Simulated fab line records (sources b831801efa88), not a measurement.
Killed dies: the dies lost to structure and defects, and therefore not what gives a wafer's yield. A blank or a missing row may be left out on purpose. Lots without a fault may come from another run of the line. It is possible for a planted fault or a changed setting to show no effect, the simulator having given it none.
One fault seen from 2 desks ; flow sky130 ; only its own numbers are on each desk; what lay behind them is given at the end

THE METROLOGY DESK
Lot by lot, what the gauges showed, no matter which tool ran the lot: averages of those sampled wafers that carry a number. A lot is out of limits, marked OUT, if its mean lies more than 4 standard deviations from the usual mean; the brackets give that distance.
Columns: A = VT_ADJUST_HVTP_OVL at SKY_VT_ADJUST_HVTP_OVL_MEAS_08, usual 0.5 nm; B = VT_ADJUST_HVTP_TW at SKY_VT_ADJUST_HVTP_TW_MEAS_11, usual 1332; C = SD_P_RS at SKY_SD_N_RS_MEAS_17, usual 147.3 ohm/sq; D = RES_XHIGH_RS at SKY_SD_N_RS_MEAS_18, usual 333.9 ohm/sq
lot;first seen here;A;B;C;D
L503;day 6 12:43;-0.1;1325;147.4;335.0
L505;day 7 04:31;-1.1;1342;147.4;333.3
L506;day 7 05:00;-0.2;1338;147.2;334.0
L508;day 7 17:14;1.7;1332;147.5;332.6
L507;day 7 18:04;-0.9;1328;147.1;333.6
L509;day 8 06:03;-0.6;1333;147.3;334.8
L515;day 10 00:21;0.5;1338;147.2;334.2
L519;day 10 11:43;2.1;1324;149.3 (+6.5) OUT;333.4
L522;day 11 02:46;-0.6;1325;147.0;335.1
L523;day 11 11:58;0.3;1344;148.8 (+4.9) OUT;332.5
L525;day 11 18:02;1.5;1327;147.4;334.4
Per this desk, out of limits: L519, L523; the first was L519, day 33 12:41 (SD_P_RS at SKY_SD_N_RS_MEAS_17). Within limits: L503, L505, L506, L508, L507, L509, L515, L522, L525.

TOOL OWNER'S DESK, implanter-01
The tool's own readings at SKY_SD_P_IMPLANT_09, given as means over the sampled wafers that have a number, one for each lot that went through this tool. A lot is out of limits, marked OUT, if its mean lies more than 4 standard deviations from the usual mean; the brackets give that distance.
Columns: A = beam energy keV at SKY_SD_P_IMPLANT_09, usual 19.999
lot;first seen here;A
L505;day 26 20:49;20.005
L506;day 27 03:28;20.005
L507;day 27 19:27;20.003
L515;day 30 16:44;20.006
L519;day 31 05:23;19.433 (-93) OUT
L523;day 32 12:15;19.449 (-90) OUT
This desk finds L519, L523 out of limits, L519 being first, at day 31 05:23 (beam energy keV at SKY_SD_P_IMPLANT_09). Within limits: L505, L506, L507, L515.

TAKEN TOGETHER
An alarm could have come from the tool owner's desk at day 31 05:23, on L519, L523.
At day 33 12:41 the metrology desk could have sounded an alarm, on L519, L523.
All the named lots went through SKY_SD_P_IMPLANT_09 on implanter-01.

WHAT THE SIMULATOR HAD INSERTED
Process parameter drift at SKY_SD_P_IMPLANT_09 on implanter-01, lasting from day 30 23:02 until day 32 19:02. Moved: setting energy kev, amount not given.
Struck lots among those shown: L519, L523.
Time in hours from fault onset to the first out-of-limits reading at each desk: tool owner's desk 6, metrology desk 62.
